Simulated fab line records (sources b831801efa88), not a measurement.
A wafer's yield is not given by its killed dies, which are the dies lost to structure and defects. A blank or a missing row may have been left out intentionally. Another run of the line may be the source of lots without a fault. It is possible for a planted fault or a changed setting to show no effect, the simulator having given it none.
Check of tool commonality | flow sky130 | 15 lots and 45 wafers in the sample

== WHY IT WAS OPENED ==
3 of 15 lots carry a flag on the reading RES_XHIGH_TW at SKY_RES_XHIGH_TW_MEAS_09. Fault-free wafers read 1650, with a standard deviation of 15.
Rule: a lot gets a flag if all its wafers with a number sit over 4 standard deviations from that mean, or if no wafer of it has a number. The other lots count as sound.

lot  | measured     | on           | RES_XHIGH_TW, wafer by wafer | flag
L634 | day 26 07:31 | filmMetro-03 | 1657 1663 1654               | 
L637 | day 27 09:25 | filmMetro-02 | 1630 1648 1649               | 
L638 | day 27 19:43 | filmMetro-01 | 2871 2867 2857               | FLAGGED
L639 | day 28 03:25 | filmMetro-02 | 2904 2889 2893               | FLAGGED
L640 | day 28 13:22 | filmMetro-01 | 2862 2859 2858               | FLAGGED
L646 | day 31 01:58 | filmMetro-02 | 1659 1655 1655               | 
L647 | day 31 04:17 | filmMetro-03 | 1676 1670 1672               | 
L649 | day 31 19:59 | filmMetro-02 | 1656 1662 1654               | 
L651 | day 32 06:28 | filmMetro-01 | 1628 1624 1636               | 
L652 | day 33 02:52 | filmMetro-03 | 1670 1656 1670               | 
L653 | day 33 04:28 | filmMetro-03 | 1667 1668 1664               | 
L654 | day 33 05:35 | filmMetro-02 | 1643 1648 1653               | 
L655 | day 33 12:49 | filmMetro-02 | 1641 1649 1646               | 
L656 | day 33 21:28 | filmMetro-02 | 1640 1651 1652               | 
L657 | day 34 07:28 | filmMetro-02 | 1647 1659 1649               | 
The numbers of the flagged lots are 2873 on average: +1223 against the usual, or +82 standard deviations.

== WHICH TOOL RAN EACH LOT ==
The record keeps 1 process step preceding the reading, out of 708 steps on the route. In each cell: the tool, then ch and the chambers that the sampled wafers went through, then the start.
lot  | flag    | SKY_SD_P_COAT_02
L634 |         | lithoTrack-04 ch 0, day 24 11:08
L637 |         | lithoTrack-02 ch 0, day 25 13:54
L638 | FLAGGED | lithoTrack-02, day 25 23:21
L639 | FLAGGED | lithoTrack-04, day 26 07:34
L640 | FLAGGED | lithoTrack-02, day 26 17:33
L646 |         | lithoTrack-04 ch 0, day 29 08:14
L647 |         | lithoTrack-04 ch 0, day 29 09:31
L649 |         | lithoTrack-02 ch 0, day 30 01:29
L651 |         | lithoTrack-04 ch 0, day 30 12:22
L652 |         | lithoTrack-04 ch 0, day 31 08:20
L653 |         | lithoTrack-04 ch 0, day 31 10:34
L654 |         | lithoTrack-04 ch 0, day 31 11:13
L655 |         | lithoTrack-02 ch 0, day 31 18:47
L656 |         | lithoTrack-03 ch 0, day 32 03:13
L657 |         | lithoTrack-04 ch 0, day 32 14:44
What is done by these steps:
- SKY_SD_P_COAT_02: resist thk 1140 nm.
- SKY_RES_XHIGH_TW_MEAS_09

== FLAGGED OVER TOTAL, TOOL BY TOOL (the gauges that took the reading come last) ==
step                     | tool          | lots run | flagged | share of the flagged lots | sound lots run after its first flagged lot
SKY_SD_P_COAT_02         | lithoTrack-02 | 5        | 2       | some                      | 2 (L649,L655)
SKY_SD_P_COAT_02         | lithoTrack-03 | 1        | 0       | none                      | -
SKY_SD_P_COAT_02         | lithoTrack-04 | 9        | 1       | some                      | 7 (L646,L647,L651,L652,L653,L654,L657)
SKY_RES_XHIGH_TW_MEAS_09 | filmMetro-01  | 3        | 2       | some                      | 1 (L651)
SKY_RES_XHIGH_TW_MEAS_09 | filmMetro-02  | 8        | 1       | some                      | 6 (L646,L649,L654,L655,L656,L657)
SKY_RES_XHIGH_TW_MEAS_09 | filmMetro-03  | 4        | 0       | none                      | -

== WHAT THE TABLE ALLOWS ==
No row of the table ran every flagged lot.

== WHAT WAS PUT IN BY THE SIMULATOR ==
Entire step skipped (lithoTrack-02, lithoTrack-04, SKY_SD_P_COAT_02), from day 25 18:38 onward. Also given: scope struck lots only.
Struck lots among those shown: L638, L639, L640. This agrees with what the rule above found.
